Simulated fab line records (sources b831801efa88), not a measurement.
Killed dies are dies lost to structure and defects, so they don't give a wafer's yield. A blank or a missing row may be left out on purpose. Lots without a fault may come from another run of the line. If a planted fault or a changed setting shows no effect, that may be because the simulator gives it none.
fab line records	flow sfqLine	part 1 of 2: steps 1 to 26 of 37
record lots=5	wafers=15	lastDay=94
route steps=325 shown M4@150 I4@163 JJ@178
lots that met no fault: taken from a fault-free run of the same line
startH: hours from the record's opening day to when the first of the lot's shown wafers began	waitH: time in hours since the lot's previous step	" identical to the entry in the row above	L1.1+2: one row covering several wafers at once	- either no value or no given start	* or withheld: withheld	< > ~ a bound
route shown NAME@n: a module of which the file shows steps, and the number in the route of the first	usual: average and standard deviation across the fault-free wafers	same: alike in all rows	chamber/n: place in a boat	sites: the reading at each site	_std_site: the values' standard deviation	_edge_site: the outer-site mean with the inner-site mean subtracted	radiusMm: how far each site lies from the wafer's centre	mask NAME#n: copy n	behind: the last tool/chamber to shape the wafer	hold: why the lot was held/for how many hours/how that ended	device: the n, p or np transistor that did not switch	end of line: tests run on the same wafers once the route is complete	where a step has no rows: the recipe by itself	killed: the dies lost at the first sort to structure and to defects; this is not the yield of the wafer	map: shows each die of a wafer: x if killed, . if not, _ if none is there
set.NAME: the setting that was run; set.NAME@STEP: the one run at that earlier step	model.NAME: the simulator's own value behind a step, which no gauge read
certain route steps with their lots: each step a table, each wafer a row
services: from which hour (startH, from the record's first day; less than 0 if before it) a tool's chamber was out of use, for how many hours, and why
## steps
# step SFQ_M4_RS_MEAS_924
# recipe thkMeasGauge=four-point-probe	reads=Nb_of_TRILAYER_M4_DEP_SPUTTER_091
# usual M4_NB_RS=0.885/0.012
lot.wafer	tool	chamber	startH	waitH	M4_NB_RS[ohm/sq]
L078.2	filmMetro-04	-	1194.02	0.1	0.900
L078.4	"	-	"	"	0.892
L078.5	"	-	"	"	0.895
L079.1	filmMetro-01	-	1213.11	0.0	0.862
L079.2	"	-	"	"	0.887
L079.3	"	-	"	"	0.882
L088.1	filmMetro-03	-	1312.45	0.0	0.876
L088.2	"	-	"	"	0.875
L088.4	"	-	"	"	0.864
L090.3	filmMetro-04	-	1330.04	0.1	0.853
L090.4	"	-	"	"	0.876
L090.5	"	-	"	"	0.866
L096.4	filmMetro-04	-	1360.04	0.1	0.861
L096.5	"	-	"	"	0.867
L096.6	"	-	"	"	0.886
# step SFQ_TRILAYER_M4_LITHO_COAT_098
# recipe resist=BARC	spinRpm=3000	resistThkNm=62
lot.wafer	tool	chamber	startH	waitH
L078.2+4+5	lithoTrack-01	0	1194.23	0.1
L079.1+2+3	lithoTrack-01	0	1213.29	0.1
L088.1+2+4	lithoTrack-02	0	1312.63	0.1
L090.3+4+5	lithoTrack-03	0	1330.28	0.1
L096.4+5+6	lithoTrack-02	0	1360.31	0.2
# step SFQ_TRILAYER_M4_LITHO_COAT_093
# recipe resist=KrF	spinRpm=3000	resistThkNm=600
lot.wafer	tool	chamber	startH	waitH
L078.2+4+5	lithoTrack-01	0	1194.53	0.2
L079.1+2+3	lithoTrack-01	0	1213.59	0.2
L088.1+2+4	lithoTrack-02	0	1312.93	0.2
L090.3+4+5	lithoTrack-03	0	1330.58	0.2
L096.4+5+6	lithoTrack-02	0	1360.61	0.2
# step SFQ_TRILAYER_M4_LITHO_SOFTBAKE_097
# recipe tempC=withheld	timeS=withheld	resist=KrF
lot.wafer	tool	chamber	startH	waitH
L078.2+4+5	lithoTrack-01	0	1194.80	0.2
L079.1+2+3	lithoTrack-01	0	1213.89	0.2
L088.1+2+4	lithoTrack-02	0	1313.23	0.2
L090.3+4+5	lithoTrack-03	0	1330.83	0.2
L096.4+5+6	lithoTrack-02	0	1360.83	0.2
# step SFQ_TRILAYER_M4_LITHO_EXPOSE_094
# recipe maskId=M4	na=0.6	sourceShape=conventional	sigmaOuter=0.65	targetCdNm=500	doseMj=14.4
# usual exposureDoseMJCm2=14.401/0.015	stageVelMmS=499.97/0.28
# same na=0.6
lot.wafer	tool	chamber	startH	waitH	mask	exposureDoseMJCm2	stageVelMmS
L078.2	krfScanner-02	0	1321.00	-	M4#0	14.399	500.03
L078.4	"	0	"	"	M4#0	14.395	500.25
L078.5	"	0	"	"	M4#0	14.389	500.29
L079.1	krfScanner-02	0	1341.20	-	M4#0	14.418	500.27
L079.2	"	0	"	"	M4#0	14.427	500.18
L079.3	"	0	"	"	M4#0	14.401	500.24
L088.1	krfScanner-01	0	1430.99	-	M4#0	14.405	500.24
L088.2	"	0	"	"	M4#0	14.391	500.07
L088.4	"	0	"	"	M4#0	14.398	500.17
L090.3	krfScanner-02	0	1442.32	-	M4#0	14.411	499.69
L090.4	"	0	"	"	M4#0	14.374	500.14
L090.5	"	0	"	"	M4#0	14.402	500.23
L096.4	krfScanner-01	0	1478.64	-	M4#0	14.384	500.18
L096.5	"	0	"	"	M4#0	14.403	500.10
L096.6	"	0	"	"	M4#0	14.406	499.92
# step SFQ_TRILAYER_M4_LITHO_PEB_096
# recipe pebTempC=115	pebTimeS=60	resist=KrF
lot.wafer	tool	chamber	startH	waitH
L078.2+4+5	lithoTrack-03	0	1322.02	0.8
L079.1+2+3	lithoTrack-02	0	1342.40	1.0
L088.1+2+4	lithoTrack-01	0	1432.19	1.0
L090.3+4+5	lithoTrack-02	0	1443.17	0.7
L096.4+5+6	lithoTrack-02	0	1479.32	0.5
# step SFQ_TRILAYER_M4_LITHO_DEVELOP_095
# recipe timeS=60	resist=KrF
lot.wafer	tool	chamber	startH	waitH
L078.2+4+5	lithoTrack-03	0	1322.17	0.1
L079.1+2+3	lithoTrack-02	0	1342.55	0.1
L088.1+2+4	lithoTrack-01	0	1432.34	0.1
L090.3+4+5	lithoTrack-02	0	1443.32	0.1
L096.4+5+6	lithoTrack-02	0	1479.47	0.1
# step SFQ_M4_OVL_MEAS_926
# usual M4_OVL=0/6
lot.wafer	tool	chamber	startH	waitH	M4_OVL[nm]
L078.2	overlay-02	-	1322.30	0.1	-4
L078.4	"	-	"	"	-8
L078.5	"	-	"	"	-5
L079.1	overlay-01	-	1342.70	0.1	-6
L079.2	"	-	"	"	2
L079.3	"	-	"	"	-7
L088.1	overlay-01	-	1432.49	0.1	-3
L088.2	"	-	"	"	2
L088.4	"	-	"	"	-2
L090.3	overlay-01	-	1443.43	0.1	4
L090.4	"	-	"	"	6
L090.5	"	-	"	"	3
L096.4	overlay-02	-	1479.56	0.1	10
L096.5	"	-	"	"	5
L096.6	"	-	"	"	4
# step SFQ_TRILAYER_M4_BARC_OPEN_METAL_ETCH_123
# recipe maskMaterial=PR	chemistry=O2	targetDepthNm=125	target=BARC	icpW=600	biasW=80	pressureMtorr=10	timeS=41.7
# usual biasW=80.03/0.22	drypumpMotorCurrentA=5.5/0.39	oesProductAu=0.685/0.0045
lot.wafer	tool	chamber	startH	waitH	biasW	drypumpMotorCurrentA	oesProductAu	rfHoursCounterH
L078.2	rieMetal-02	0	1322.33	0.0	80.30	5.3	0.686	33
L078.4	"	1	"	"	80.05	6.4	0.683	-
L078.5	"	0	"	"	80.30	5.3	0.681	-
L079.1	rieMetal-02	0	1342.73	0.0	79.71	5.3	0.671	38
L079.2	"	0	"	"	79.69	5.3	0.682	-
L079.3	"	0	"	"	79.76	5.3	0.678	-
L088.1	rieMetal-02	0	1432.53	0.0	80.29	5.3	0.682	50
L088.2	"	1	"	"	79.92	6.5	0.683	11
L088.4	"	1	"	"	80.18	6.4	0.677	-
L090.3	rieMetal-03	1	1443.47	0.0	80.15	5.8	0.683	-
L090.4	"	0	"	"	79.96	5.5	0.690	-
L090.5	"	0	"	"	79.99	5.5	0.686	-
L096.4	rieMetal-02	1	1479.60	0.0	79.93	6.5	0.687	-
L096.5	"	1	"	"	80.06	6.4	0.694	-
L096.6	"	0	"	"	79.95	5.3	0.689	-
# step SFQ_TRILAYER_M4_ETCH_METAL_ETCH_096
# recipe target=Nb	stopOn=SiO2	maskMaterial=PR	chemistry=Cl2/Ar	targetDepthNm=240	icpW=600	biasW=80	pressureMtorr=10	timeS=120
# usual biasW=79.96/0.26	drypumpMotorCurrentA=5.5/0.4	oesProductAu=0.897/0.008
lot.wafer	tool	chamber	startH	waitH	biasW	drypumpMotorCurrentA	oesProductAu	rfHoursCounterH
L078.2	rieMetal-02	0	1322.39	0.0	80.13	5.3	0.888	33
L078.4	"	1	"	"	80.06	6.4	0.897	-
L078.5	"	0	"	"	80.30	5.3	0.897	-
L079.1	rieMetal-02	0	1342.85	0.1	79.99	5.3	0.909	38
L079.2	"	0	"	"	80.04	5.3	0.900	-
L079.3	"	0	"	"	79.87	5.3	0.903	-
L088.1	rieMetal-02	0	1432.59	0.0	80.01	5.3	0.909	50
L088.2	"	1	"	"	80.07	6.5	0.903	11
L088.4	"	1	"	"	80.20	6.4	0.908	-
L090.3	rieMetal-03	1	1443.56	0.1	79.43	5.8	0.912	-
L090.4	"	0	"	"	79.79	5.5	0.902	-
L090.5	"	0	"	"	79.72	5.5	0.905	-
L096.4	rieMetal-02	1	1479.68	0.1	79.82	6.4	0.911	-
L096.5	"	1	"	"	79.85	6.4	0.916	-
L096.6	"	0	"	"	80.24	5.3	0.895	-
# step SFQ_TRILAYER_M4_STRIP_STRIP_097
# recipe gas=O2	powerW=200	platenTempC=40	overashFraction=0.65	chemistry=O2	pressureMtorr=50
# usual drypumpMotorCurrentA=5.5/0.39	oesProductAu=1.000/0.0068
lot.wafer	tool	chamber	startH	waitH	drypumpMotorCurrentA	oesProductAu	rfHoursCounterH
L078.2	rieMetal-02	0	1322.52	0.1	5.3	1.008	33
L078.4	"	1	"	"	6.5	0.994	-
L078.5	"	0	"	"	5.3	1.014	-
L079.1	rieMetal-02	0	1343.10	0.2	5.3	1.001	38
L079.2	"	0	"	"	5.3	1.005	-
L079.3	"	0	"	"	5.3	0.995	-
L088.1	rieMetal-02	0	1432.71	0.1	5.3	1.008	50
L088.2	"	1	"	"	6.4	1.010	11
L088.4	"	1	"	"	6.4	1.008	-
L090.3	rieMetal-03	1	1443.84	0.2	5.8	0.992	-
L090.4	"	0	"	"	5.5	1.005	-
L090.5	"	0	"	"	5.5	1.008	-
L096.4	rieMetal-02	1	1479.96	0.2	6.4	0.995	-
L096.5	"	1	"	"	6.4	0.996	-
L096.6	"	0	"	"	5.3	1.005	-
# step SFQ_TRILAYER_M4_STRIP_SOLV_CLEAN_098
# recipe chemistry=NMP	tempC=70	timeS=600
# usual tempC=70.00/0.13
lot.wafer	tool	chamber	startH	waitH	tempC
L078.2	wetBench-03	2	1323.12	0.4	70.16
L078.4	"	5	"	"	69.80
L078.5	"	6	"	"	70.15
L079.1	wetBench-01	7	1344.30	1.0	69.78
L079.2	"	2	"	"	69.84
L079.3	"	0	"	"	70.09
L088.1	wetBench-03	7	1433.31	0.4	69.85
L088.2	"	2	"	"	69.89
L088.4	"	0	"	"	69.92
L090.3	wetBench-02	0	1444.24	0.2	70.07
L090.4	"	5	"	"	70.03
L090.5	"	7	"	"	69.84
L096.4	wetBench-01	2	1480.36	0.2	69.96
L096.5	"	1	"	"	70.07
L096.6	"	3	"	"	69.94
# step SFQ_TRILAYER_I4_DEP_PECVD_099
# recipe material=SiO2	tempC=150	timeS=111.11	pressureTorr=2.4	rfW=183.3	precursor=SiH4/N2O	targetThkNm=500
# usual heaterPowerW=93/12	showerheadVppV=821/52	throttleValvePct=25.1/1.7
lot.wafer	tool	chamber	startH	waitH	heaterPowerW	showerheadVppV	throttleValvePct
L078.2	pecvd-04	0	1323.31	0.0	101	780	24.0
L078.4	"	1	"	"	90	781	25.2
L078.5	"	0	"	"	107	774	24.1
L079.1	pecvd-01	1	1344.48	0.0	86	767	28.4
L079.2	"	2	"	"	109	837	25.8
L079.3	"	0	"	"	85	913	25.4
L088.1	pecvd-04	2	1433.49	0.0	99	804	23.1
L088.2	"	0	"	"	99	781	24.2
L088.4	"	2	"	"	104	800	23.0
L090.3	pecvd-01	1	1444.41	0.0	91	768	27.9
L090.4	"	2	"	"	99	852	26.2
L090.5	"	1	"	"	95	764	28.2
L096.4	pecvd-03	1	1480.58	0.0	86	872	23.3
L096.5	"	0	"	"	105	842	25.0
L096.6	"	2	"	"	80	791	22.6
# step SFQ_TRILAYER_I4_CMP_CMP_100
# recipe material=SiO2	downForcePsi=3	platenRpm=60	padVelocityMS=0.94248
# usual motorCurrentA=10.2/0.98	retainingRingPressureFrac=1.000/0.0049	timeToEndpointS=218/8.9
lot.wafer	tool	chamber	startH	waitH	motorCurrentA	retainingRingPressureFrac	timeToEndpointS
L078.2	cmp-02	0	1324.04	0.7	8.0	0.999	216
L078.4	"	2	1325.04	1.7	11.9	1.008	217
L078.5	"	0	1326.04	2.7	8.8	1.002	220
L079.3	cmp-02	0	1344.55	0.0	7.9	0.997	204
L079.2	"	1	"	"	10.6	0.996	217
L079.1	"	3	1346.05	1.5	10.4	1.001	216
L088.4	cmp-01	0	1441.37	7.8	10.7	0.994	217
L088.1	"	2	1442.37	8.8	9.3	1.000	212
L088.2	"	3	"	"	10.5	0.997	217
L090.3	cmp-02	2	1462.44	18.0	10.3	0.995	202
L090.4	"	3	"	"	10.6	1.004	214
L090.5	"	3	1464.94	20.4	10.2	0.996	227
L096.4	cmp-02	2	1486.44	5.8	10.7	1.000	204
L096.6	"	2	1488.44	7.8	11.2	0.998	212
L096.5	"	3	"	"	10.2	1.001	228
# step SFQ_I4_BOW_MEAS_927
# recipe mode=bow
# usual I4_BOW=4/9.1
lot.wafer	tool	chamber	startH	waitH	I4_BOW[um]
L078.2	filmMetro-04	-	1327.06	2.5	-7
L078.4	"	-	"	"	-8
L078.5	"	-	"	"	-5
L079.1	filmMetro-04	-	1347.55	1.0	-5
L079.2	"	-	"	"	5
L079.3	"	-	"	"	2
L088.1	filmMetro-04	-	1444.37	1.5	10
L088.2	"	-	"	"	1
L088.4	"	-	"	"	9
L090.3	filmMetro-02	-	1465.48	2.5	28
L090.4	"	-	"	"	16
L090.5	"	-	"	"	22
L096.4	filmMetro-01	-	1489.50	2.6	11
L096.5	"	-	"	"	13
L096.6	"	-	"	"	7
# step SFQ_TRILAYER_I4_METRO_MEASURE_101
# usual thkNm=200.2/1.1
lot.wafer	tool	chamber	startH	waitH	thkNm
L078.2	filmMetro-04	-	1327.36	0.3	200.9
L078.4	"	-	"	"	198.8
L078.5	"	-	"	"	200.4
L079.1	filmMetro-04	-	1347.67	0.1	198.4
L079.2	"	-	"	"	200.9
L079.3	"	-	"	"	200.2
L088.1	filmMetro-04	-	1444.49	0.1	198.4
L088.2	"	-	"	"	200.8
L088.4	"	-	"	"	200.4
L090.3	filmMetro-02	-	1465.96	0.5	199.2
L090.4	"	-	"	"	201.0
L090.5	"	-	"	"	200.3
L096.4	filmMetro-01	-	1490.16	0.6	200.4
L096.5	"	-	"	"	201.5
L096.6	"	-	"	"	199.9
# step SFQ_TRILAYER_I4_VIA_LITHO_COAT_108
# recipe resist=BARC	spinRpm=3000	resistThkNm=62
lot.wafer	tool	chamber	startH	waitH
L078.2+4+5	lithoTrack-02	0	1328.41	0.8
L079.1+2+3	lithoTrack-04	0	1348.87	1.0
L088.1+2+4	lithoTrack-03	0	1445.69	1.0
L090.3+4+5	lithoTrack-03	0	1466.86	0.7
L096.4+5+6	lithoTrack-02	0	1490.91	0.6
# step SFQ_TRILAYER_I4_VIA_LITHO_COAT_103
# recipe resist=KrF	spinRpm=3000	resistThkNm=650
lot.wafer	tool	chamber	startH	waitH
L078.2+4+5	lithoTrack-02	0	1328.71	0.2
L079.1+2+3	lithoTrack-04	0	1349.17	0.2
L088.1+2+4	lithoTrack-03	0	1445.99	0.2
L090.3+4+5	lithoTrack-03	0	1467.16	0.2
L096.4+5+6	lithoTrack-02	0	1491.21	0.2
# step SFQ_TRILAYER_I4_VIA_LITHO_SOFTBAKE_107
# recipe tempC=withheld	timeS=withheld	resist=KrF
lot.wafer	tool	chamber	startH	waitH
L078.2+4+5	lithoTrack-02	0	1328.99	0.2
L079.1+2+3	lithoTrack-04	0	1349.47	0.2
L088.1+2+4	lithoTrack-03	0	1446.29	0.2
L090.3+4+5	lithoTrack-03	0	1467.41	0.2
L096.4+5+6	lithoTrack-02	0	1491.44	0.2
# step SFQ_TRILAYER_I4_VIA_LITHO_EXPOSE_104
# recipe maskId=I4	na=0.6	sourceShape=conventional	sigmaOuter=0.65	targetCdNm=700	doseMj=21.3
# usual exposureDoseMJCm2=21.299/0.02	stageVelMmS=500.03/0.22
# same na=0.6
lot.wafer	tool	chamber	startH	waitH	mask	exposureDoseMJCm2	stageVelMmS
L078.2	krfScanner-02	0	1440.92	-	I4#0	21.311	499.86
L078.4	"	0	"	"	I4#0	21.322	499.86
L078.5	"	0	"	"	I4#0	21.322	500.37
L079.1	krfScanner-02	0	1462.32	-	I4#0	21.302	499.69
L079.2	"	0	"	"	I4#0	21.298	499.96
L079.3	"	0	"	"	I4#0	21.270	499.98
L088.1	krfScanner-01	0	1547.89	-	I4#0	21.293	500.05
L088.2	"	0	"	"	I4#0	21.286	500.14
L088.4	"	0	"	"	I4#0	21.272	500.09
L090.3	krfScanner-02	0	1564.02	-	I4#0	21.317	500.34
L090.4	"	0	"	"	I4#0	21.304	500.00
L090.5	"	0	"	"	I4#0	21.341	500.10
L096.4	krfScanner-02	0	1589.42	-	I4#0	21.301	499.72
L096.5	"	0	"	"	I4#0	21.326	499.95
L096.6	"	0	"	"	I4#0	21.307	500.04
# step SFQ_TRILAYER_I4_VIA_LITHO_PEB_106
# recipe pebTempC=115	pebTimeS=60	resist=KrF
lot.wafer	tool	chamber	startH	waitH
L078.2+4+5	lithoTrack-04	0	1441.94	0.8
L079.1+2+3	lithoTrack-03	0	1463.52	1.0
L088.1+2+4	lithoTrack-02	0	1549.09	1.0
L090.3+4+5	lithoTrack-02	0	1564.87	0.7
L096.4+5+6	lithoTrack-02	0	1590.09	0.5
# step SFQ_TRILAYER_I4_VIA_LITHO_DEVELOP_105
# recipe timeS=60	resist=KrF
lot.wafer	tool	chamber	startH	waitH
L078.2+4+5	lithoTrack-04	0	1442.09	0.1
L079.1+2+3	lithoTrack-03	0	1463.67	0.1
L088.1+2+4	lithoTrack-02	0	1549.24	0.1
L090.3+4+5	lithoTrack-02	0	1565.02	0.1
L096.4+5+6	lithoTrack-02	0	1590.24	0.1
# step SFQ_I4_OVL_MEAS_928
# usual I4_OVL=3/5.7
lot.wafer	tool	chamber	startH	waitH	I4_OVL[nm]
L078.2	overlay-01	-	1442.22	0.1	-3
L078.4	"	-	"	"	-6
L078.5	"	-	"	"	8
L079.1	overlay-01	-	1463.82	0.1	2
L079.2	"	-	"	"	6
L079.3	"	-	"	"	3
L088.1	overlay-02	-	1549.39	0.1	4
L088.2	"	-	"	"	4
L088.4	"	-	"	"	4
L090.3	overlay-02	-	1565.13	0.1	9
L090.4	"	-	"	"	4
L090.5	"	-	"	"	7
L096.4	overlay-02	-	1590.34	0.1	-7
L096.5	"	-	"	"	-2
L096.6	"	-	"	"	-5
# step SFQ_TRILAYER_I4_VIA_BARC_OPEN_VIA_ETCH_146
# recipe maskMaterial=PR	chemistry=O2	targetDepthNm=125	target=BARC	sourceW=500	biasW=80	pressureMtorr=30	timeS=41.7
# usual biasW=79.99/0.22	drypumpMotorCurrentA=5.5/0.35	oesProductAu=0.685/0.0049
lot.wafer	tool	chamber	startH	waitH	biasW	drypumpMotorCurrentA	oesProductAu	rfHoursCounterH
L078.2	rieDiel-04	2	1442.25	0.0	80.40	4.9	0.692	1
L078.4	"	1	"	"	79.80	5.9	0.683	2
L078.5	"	2	"	"	80.08	4.9	0.677	-
L079.1	rieDiel-03	1	1463.85	0.0	79.77	5.6	0.686	15
L079.2	"	2	"	"	80.37	5.7	0.677	13
L079.3	"	3	"	"	80.17	5.3	0.679	14
L088.1	rieDiel-04	1	1549.43	0.0	80.31	5.9	0.691	4
L088.2	"	2	"	"	80.03	4.9	0.693	2
L088.4	"	0	"	"	79.89	5.0	0.688	13
L090.3	rieDiel-03	2	1565.15	0.0	79.90	5.7	0.683	14
L090.4	"	0	"	"	79.79	5.6	0.681	6
L090.5	"	1	"	"	80.15	5.6	0.680	-
L096.4	rieDiel-03	1	1590.35	0.0	79.37	5.6	0.679	17
L096.5	"	0	"	"	80.18	5.6	0.678	-
L096.6	"	3	"	"	80.29	5.3	0.693	-
# step SFQ_TRILAYER_I4_VIA_ETCH_VIA_ETCH_106
# recipe target=SiO2	stopOn=Nb	maskMaterial=PR	taperDeg=20	chemistry=CHF3	targetDepthNm=260	sourceW=500	biasW=80	pressureMtorr=30	timeS=withheld
# usual biasW=79.98/0.23	drypumpMotorCurrentA=5.5/0.35	oesProductAu=0.855/0.0051
lot.wafer	tool	chamber	startH	waitH	biasW	drypumpMotorCurrentA	oesProductAu
L078.2	rieDiel-04	2	1442.29	0.0	80.33	4.9	0.858
L078.4	"	1	"	"	80.29	5.9	0.848
L078.5	"	2	"	"	79.85	4.9	0.856
L079.1	rieDiel-03	1	1463.89	0.0	80.08	5.6	0.847
L079.2	"	2	"	"	80.10	5.7	0.859
L079.3	"	3	"	"	80.12	5.3	0.852
L088.1	rieDiel-04	1	1549.47	0.0	80.11	5.8	0.861
L088.2	"	2	"	"	79.83	4.9	0.850
L088.4	"	0	"	"	79.83	5.0	0.859
L090.3	rieDiel-03	2	1565.19	0.0	80.03	5.7	0.858
L090.4	"	0	"	"	80.55	5.6	0.858
L090.5	"	1	"	"	80.16	5.6	0.855
L096.4	rieDiel-03	1	1590.39	0.0	79.87	5.6	0.854
L096.5	"	0	"	"	79.63	5.6	0.857
L096.6	"	3	"	"	80.13	5.3	0.853
# step SFQ_TRILAYER_I4_VIA_STRIP_STRIP_107
# recipe gas=O2	powerW=200	platenTempC=40	overashFraction=0.65	chemistry=O2	pressureMtorr=50
# usual drypumpMotorCurrentA=5.35/0.16	oesProductAu=1.002/0.0095
lot.wafer	tool	chamber	startH	waitH	drypumpMotorCurrentA	oesProductAu	rfHoursCounterH
L078.2	rieMetal-04	0	1442.41	-	5.26	0.996	10
L078.4	"	0	"	"	5.23	0.986	-
L078.5	"	0	"	"	5.22	0.987	-
L079.1	rieMetal-04	1	1464.01	-	5.17	1.005	17
L079.2	"	0	"	"	5.28	0.997	13
L079.3	"	0	"	"	5.27	0.993	-
L088.1	rieMetal-04	1	1549.58	-	5.16	0.991	27
L088.2	"	0	"	"	5.33	0.988	21
L088.4	"	1	"	"	5.18	0.998	-
L090.3	rieMetal-03	1	1565.51	-	5.80	0.999	-
L090.4	"	0	"	"	5.49	1.002	-
L090.5	"	0	"	"	5.49	0.995	-
L096.4	rieMetal-01	1	1590.71	-	5.38	1.009	-
L096.5	"	0	"	"	5.41	0.999	-
L096.6	"	1	"	"	5.36	1.006	-
